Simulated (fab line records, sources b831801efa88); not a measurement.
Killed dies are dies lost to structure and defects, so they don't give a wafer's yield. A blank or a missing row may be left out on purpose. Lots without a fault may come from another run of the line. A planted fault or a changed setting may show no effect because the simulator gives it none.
Which tool did it? | flow gf180mcu | 13 lots, 39 wafers sampled, at 6 steps of a route of 602

WHAT THE GAUGES READ, wafer by wafer
GF_PSD_RS_MEAS_14: measures by four-point-probe.
lot  | measured     | on            | NSD_RS (ohm/sq)
L402 | day 14 16:18 | film_metro-03 | 46.26 46.33 46.19
L403 | day 14 21:55 | film_metro-02 | 46.17 46.25 46.22
L405 | day 15 16:31 | film_metro-02 | 46.09 46.08 46.09
L404 | day 15 22:01 | film_metro-01 | 45.98 46.15 46.06
L411 | day 18 00:48 | film_metro-02 | 46.14 46.04 46.21
L412 | day 18 10:36 | film_metro-03 | 43.33 43.28 43.26
L413 | day 18 18:37 | film_metro-03 | 43.37 43.28 43.30
L419 | day 20 13:42 | film_metro-01 | 46.20 46.15 46.22
L420 | day 21 03:59 | film_metro-02 | 46.05 46.05 46.15
L421 | day 21 08:51 | film_metro-02 | 46.04 46.19 46.01
L422 | day 21 17:25 | film_metro-02 | 46.09 46.07 46.10
L423 | day 22 01:32 | film_metro-03 | 46.17 46.14 46.22
L424 | day 22 06:48 | film_metro-03 | 46.32 46.27 46.26

GF_PSD_RS_MEAS_15: measures by four-point-probe.
lot  | measured     | on            | PSD_RS (ohm/sq)
L402 | day 14 16:25 | film_metro-03 | 109.20 109.13 109.34
L403 | day 14 22:02 | film_metro-02 | 108.94 109.06 109.08
L405 | day 15 16:38 | film_metro-02 | 108.98 108.92 108.70
L404 | day 15 22:08 | film_metro-01 | 108.70 108.81 109.10
L411 | day 18 00:55 | film_metro-02 | 108.78 108.55 108.67
L412 | day 18 10:43 | film_metro-03 | 103.01 103.01 102.84
L413 | day 18 18:44 | film_metro-03 | 103.11 103.26 103.05
L419 | day 20 13:49 | film_metro-01 | 109.40 109.68 109.53
L420 | day 21 04:07 | film_metro-02 | 109.13 109.50 108.84
L421 | day 21 08:58 | film_metro-02 | 109.14 108.79 108.65
L422 | day 21 17:32 | film_metro-02 | 109.26 108.56 108.91
L423 | day 22 01:40 | film_metro-03 | 108.88 109.53 109.24
L424 | day 22 06:55 | film_metro-03 | 109.20 109.48 109.55

GF_CONTACT_RS_MEAS_25: measures by four-point-probe.
lot  | measured     | on            | CONTACT_W_RS (ohm/sq)
L402 | day 16 14:19 | film_metro-02 | 0.384 0.386 0.383
L403 | day 16 20:55 | film_metro-02 | 0.385 0.384 0.380
L405 | day 17 19:34 | film_metro-02 | 0.383 0.382 0.386
L404 | day 17 20:26 | film_metro-04 | 0.380 0.383 0.380
L411 | day 20 02:25 | film_metro-04 | 0.386 0.386 0.387
L412 | day 20 13:19 | film_metro-01 | 0.384 0.380 0.380
L413 | day 20 22:03 | film_metro-02 | 0.383 0.388 0.381
L419 | day 22 15:32 | film_metro-04 | 0.383 0.385 0.386
L420 | day 23 05:47 | film_metro-02 | 0.382 0.388 0.385
L421 | day 23 09:56 | film_metro-01 | 0.383 0.381 0.383
L422 | day 23 18:11 | film_metro-02 | 0.377 0.385 0.384
L423 | day 24 00:12 | film_metro-04 | 0.395 0.390 0.389
L424 | day 24 07:10 | film_metro-01 | 0.388 0.385 0.388

GF_CONTACT_THK_MEAS_26: measures by xrf.
lot  | measured     | on            | CONTACT_W_THK (nm)
L402 | day 16 14:26 | film_metro-02 | 288 289 289
L403 | day 16 21:02 | film_metro-02 | 289 289 291
L405 | day 17 19:41 | film_metro-02 | 290 291 288
L404 | day 17 20:33 | film_metro-04 | 287 285 287
L411 | day 20 02:31 | film_metro-04 | 281 284 282
L412 | day 20 13:26 | film_metro-01 | 287 289 289
L413 | day 20 22:10 | film_metro-02 | 292 288 293
L419 | day 22 15:39 | film_metro-04 | 286 285 284
L420 | day 23 05:55 | film_metro-02 | 290 286 288
L421 | day 23 10:03 | film_metro-01 | 288 292 288
L422 | day 23 18:17 | film_metro-02 | 293 288 289
L423 | day 24 00:19 | film_metro-04 | 279 282 282
L424 | day 24 07:17 | film_metro-01 | 284 285 283

WHICH TOOL RAN EACH LOT (tool, then ch and the chambers of the sampled wafers, then the start)
lot  | GF_PSD_RTA_13                    | GF_CONTACT_CVD_24
L402 | rtp_anneal-01 ch 0, day 14 16:13 | cvd_w-02 ch 0,1, day 16 14:13
L403 | rtp_anneal-02 ch 0, day 14 21:50 | cvd_w-02 ch 0,1, day 16 20:49
L405 | rtp_anneal-01 ch 0, day 15 16:26 | cvd_w-01 ch 1, day 17 19:28
L404 | rtp_anneal-01 ch 0, day 15 21:56 | cvd_w-02 ch 0,1, day 17 20:20
L411 | rtp_anneal-01 ch 0, day 18 00:42 | cvd_w-02 ch 0,1, day 20 02:19
L412 | rtp_anneal-02 ch 0, day 18 10:31 | cvd_w-02 ch 0,1, day 20 13:13
L413 | rtp_anneal-02 ch 0, day 18 18:32 | cvd_w-01 ch 1, day 20 21:56
L419 | rtp_anneal-01 ch 0, day 20 13:37 | cvd_w-02 ch 0,1, day 22 15:26
L420 | rtp_anneal-02 ch 0, day 21 03:55 | cvd_w-02 ch 0,1, day 23 05:41
L421 | rtp_anneal-02 ch 0, day 21 08:46 | cvd_w-01 ch 0,1, day 23 09:50
L422 | rtp_anneal-01 ch 0, day 21 17:19 | cvd_w-01 ch 0,1, day 23 18:05
L423 | rtp_anneal-01 ch 0, day 22 01:28 | cvd_w-01 ch 0,1, day 24 00:06
L424 | rtp_anneal-02 ch 0, day 22 06:43 | cvd_w-01 ch 0,1, day 24 07:04
- GF_PSD_RTA_13: time 20 s.
- GF_CONTACT_CVD_24: deposits W, target thk 300 nm, time 90.339 s.

WHAT THE TOOLS THEMSELVES READ (means of the sampled wafers that have a number; where no wafer has one, the mark that the record gives instead)
GF_PSD_RTA_13.
lot  | tool          | anneal_temp_c_max | lamp_power_pct (%) | run_length_s (s) | wafer_temp_C_max
L402 | rtp_anneal-01 | 1028.3            | 36.33              | 48.7             | 1029.5
L403 | rtp_anneal-02 | 1028.3            | 36.40              | 48.1             | 1027.9
L405 | rtp_anneal-01 | 1028.2            | 36.31              | 48.9             | 1030.2
L404 | rtp_anneal-01 | 1028.9            | 36.30              | 48.9             | 1030.9
L411 | rtp_anneal-01 | 1028.3            | 36.31              | 49.1             | 1031.4
L412 | rtp_anneal-02 | 1028.1            | 36.41              | 62.8             | 1026.9
L413 | rtp_anneal-02 | 1027.9            | 36.43              | 62.7             | 1027.7
L419 | rtp_anneal-01 | 1028.6            | 36.35              | 48.9             | 1031.5
L420 | rtp_anneal-02 | 1029.0            | 36.39              | 48.2             | 1027.8
L421 | rtp_anneal-02 | 1029.2            | 36.42              | 48.2             | 1026.9
L422 | rtp_anneal-01 | 1028.7            | 36.33              | 48.8             | 1029.8
L423 | rtp_anneal-01 | 1029.3            | 36.36              | 48.8             | 1031.8
L424 | rtp_anneal-02 | 1028.7            | 36.44              | 48.2             | 1027.8

GF_CONTACT_CVD_24.
lot  | tool     | heater_power_w (W)
L402 | cvd_w-02 | 912
L403 | cvd_w-02 | 842
L405 | cvd_w-01 | 818
L404 | cvd_w-02 | 877
L411 | cvd_w-02 | 861
L412 | cvd_w-02 | 791
L413 | cvd_w-01 | 795
L419 | cvd_w-02 | 798
L420 | cvd_w-02 | 786
L421 | cvd_w-01 | 802
L422 | cvd_w-01 | 810
L423 | cvd_w-01 | 813
L424 | cvd_w-01 | 807

THE ANSWER, worked out from the rows above alone
Rule: what is usual is taken from the lots themselves. Put in order of their means at a reading, lots are off if they are a third of the lots or fewer, leave a main group of 4 or more, and stand apart from it by a gap of 3 or more times the standard deviation of the main group's means; of several such gaps the widest counts. A main group whose means are all the same, to the digits that the tables above print for the reading, isn't used. A lot without any number at a reading at which 4 lots or more have one is off too. The other lots that the step has rows for count as sound. The gauges are gone through in route order, then the tools' own readings, and for those a lot's mean is taken as printed above. The first step at which some lot is off is used, and at that step the reading that is off furthest; a lot without a number counts as furthest.
Off: L412, L413, at GF_PSD_RS_MEAS_14 (NSD_RS). The main group: mean 46.15 ohm/sq, standard deviation 0.075.
A tool fits if, at a process step before that reading, it ran every lot that is off, and no sound lot after the first of them. The gauges at GF_PSD_RS_MEAS_14 aren't tried: what is off there is off at GF_PSD_RTA_13 too, on other tools, and a gauge's error can't cause that. None of those tried fits.

WHAT THE SIMULATOR HAD PUT IN
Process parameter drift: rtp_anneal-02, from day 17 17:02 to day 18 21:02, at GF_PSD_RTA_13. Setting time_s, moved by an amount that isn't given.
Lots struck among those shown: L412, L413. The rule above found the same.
